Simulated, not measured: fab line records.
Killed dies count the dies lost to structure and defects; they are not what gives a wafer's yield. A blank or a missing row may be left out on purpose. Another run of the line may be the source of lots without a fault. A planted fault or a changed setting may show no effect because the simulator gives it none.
Struck lot and sound lot, side by side    flow sky130    33 steps out of a route of 708
Sound: wafers L552.3, L552.4, L552.6. The struck wafers were L538.1, L538.4, L538.6. At the end, the cause is stated.
For every step that has rows: the tool of each side, followed by ch and its chambers, followed by its first start. Under that, the readings that differ: sound wafers    struck wafers    difference of the means    sigmas: that difference in standard deviations of wafers without a fault.
alike: readings whose means differ by less than 2 such deviations, and words and numbers that are the same on both sides. not compared: withheld readings, readings that some wafer has no value for, bounds like >300 that may hide the same value, and numbers for which the record gives no deviation and whose values overlap.
The two part at a step that has a row with sigmas, a row that says differs or no value, or rows on one side only. Non-overlapping numbers with no deviation appear without sigmas and do not part them. A reading missing from all wafers of one side parts the sides only when that side holds two or more wafers.

first, 5 steps without rows for these wafers: SKY_POLY_CUT_COAT_03 (resist thk 450 nm); SKY_POLY_CUT_SOFTBAKE_04 (time 90 s); SKY_POLY_CUT_EXPOSE_05 (exposes mask NPCM, target cd 270 nm); SKY_POLY_CUT_PEB_06; SKY_POLY_CUT_DEVELOP_07 (develop time 60 s).
SKY_POLY_CUT_CD_MEAS_08: the cd target is 270 nm.
  struck on cdSem-02, day 26 18:57; sound on cdSem-01, day 31 12:50
reading    sound              struck             difference  sigmas
cdNm (nm)  269.5 269.1 269.6  273.0 271.9 272.3  +3.0        +2
SKY_POLY_CUT_OVL_MEAS_09:
  struck on overlay-02, day 26 19:04; sound on overlay-01, day 31 12:56
  alike: POLY_CUT_OVL
SKY_POLY_CUT_ETCH_10: etches BARC in N2/H2, stops on SiO2, time 45.9 s, target depth 60 nm.
  sound on rieDiel-03 ch 1,2,3, day 31 12:57; struck on rieDiel-02 ch 0,2,3, day 26 19:06
  alike: drypumpMotorCurrentA, oesProductAu, throttleValvePct
  not compared: rfHoursCounterH
SKY_POLY_CUT_ETCH_11: etches Si3N4 in CF4/CH2F2/Ar, stops on poly-Si, time 42.5 s, target depth 60 nm.
  sound on rieDiel-03 ch 1,2,3, day 31 13:00; struck on rieDiel-02 ch 0,2,3, day 26 19:09
reading              sound              struck             difference  sigmas
oesProductAu (a.u.)  0.832 0.834 0.825  0.816 0.815 0.817  -0.014      -2
  alike: drypumpMotorCurrentA, throttleValvePct
  not compared: rfHoursCounterH
SKY_POLY_CUT_STRIP_12: strips in O2/N2.
  sound on plasmaAsher-04 ch 0,1, day 31 13:04; struck on plasmaAsher-03 ch 0,1, day 26 19:11
  alike: drypumpMotorCurrentA, o2FlowSccm, oesProductAu, stripTimeToEndpointS
  not compared: rfHoursCounterH
then, 2 steps without rows for these wafers: SKY_SD_P_DEHYDRATE_00 (time 60 s); SKY_SD_P_HMDS_01 (prime time 60 s).
SKY_SD_P_COAT_02: resist thk 1140 nm.
  struck on lithoTrack-04, day 27 09:26; sound on lithoTrack-01 ch 0, day 32 02:54
  no value came back on the struck wafers for chillPlateTempC (C), dispensePressureKPa (kPa); on the sound wafers chillPlateTempC (C) reads 23.00 22.94 22.99
then, 4 steps without rows for these wafers: SKY_SD_P_SOFTBAKE_03 (time 60 s); SKY_SD_P_EXPOSE_04 (exposes mask PSDM, target cd 380 nm); SKY_SD_P_PEB_05; SKY_SD_P_DEVELOP_06 (develop time 60 s).
SKY_SD_P_CD_MEAS_07: the cd target is 380 nm.
  struck on cdSem-02, day 27 23:54; sound on cdSem-01, day 32 16:07
reading    sound              struck  difference                     sigmas
cdNm (nm)  381.1 383.9 384.3  - - -   no value on the struck wafers  
SKY_SD_P_OVL_MEAS_08:
  struck on overlay-02, day 28 00:01; sound on overlay-02, day 32 16:13
reading        sound          struck  difference                     sigmas
SD_P_OVL (nm)  -0.5 0.6 -1.1  - - -   no value on the struck wafers  
next, for these wafers, 1 step has no rows: SKY_SD_P_IMPLANT_09.
SKY_SD_P_STRIP_10: strips in O2/N2.
  sound on plasmaAsher-01 ch 0,1, day 32 16:25; struck on plasmaAsher-02 ch 0,1, day 28 00:12
  no value came back on the struck wafers for oesProductAu (a.u.), stripTimeToEndpointS (s); on the sound wafers oesProductAu (a.u.) reads 0.617 0.605 0.610
  alike: drypumpMotorCurrentA, o2FlowSccm
  not compared: rfHoursCounterH
SKY_SD_P_TW_MEAS_11:
  struck on filmMetro-02, day 28 00:18; sound on filmMetro-01, day 32 16:30
  alike: SD_P_TW
then, 8 steps without rows for these wafers: SKY_RES_XHIGH_DEHYDRATE_00 (time 60 s); SKY_RES_XHIGH_HMDS_01 (prime time 60 s); SKY_RES_XHIGH_COAT_02 (resist thk 1140 nm); SKY_RES_XHIGH_SOFTBAKE_03 (time 60 s); SKY_RES_XHIGH_EXPOSE_04 (exposes mask URPM, target cd 1270 nm); SKY_RES_XHIGH_PEB_05; SKY_RES_XHIGH_DEVELOP_06 (develop time 60 s); SKY_RES_XHIGH_IMPLANT_07.
SKY_RES_XHIGH_STRIP_08: strips in O2/N2.
  sound on plasmaAsher-03 ch 0,1, day 33 19:04; struck on plasmaAsher-01 ch 0,1, day 29 04:11
reading                   sound        struck       difference  sigmas
drypumpMotorCurrentA (A)  4.9 5.2 4.9  5.9 5.9 5.9  +0.9        +2
  alike: o2FlowSccm, oesProductAu, stripTimeToEndpointS
  not compared: rfHoursCounterH
SKY_RES_XHIGH_TW_MEAS_09:
  struck on filmMetro-04, day 29 04:31; sound on filmMetro-01, day 33 19:10
reading       sound           struck          difference  sigmas
RES_XHIGH_TW  1612 1621 1622  2866 2869 2880  +1253       +99 or more
  not compared: hold
next, for these wafers, 1 step has no rows: SKY_PAD_OPEN_PROBE_99.

WHERE THEY PART
Last at SKY_RES_XHIGH_TW_MEAS_09 as far as this record goes, first at SKY_POLY_CUT_CD_MEAS_08.

WHY: what had been put in by the simulator
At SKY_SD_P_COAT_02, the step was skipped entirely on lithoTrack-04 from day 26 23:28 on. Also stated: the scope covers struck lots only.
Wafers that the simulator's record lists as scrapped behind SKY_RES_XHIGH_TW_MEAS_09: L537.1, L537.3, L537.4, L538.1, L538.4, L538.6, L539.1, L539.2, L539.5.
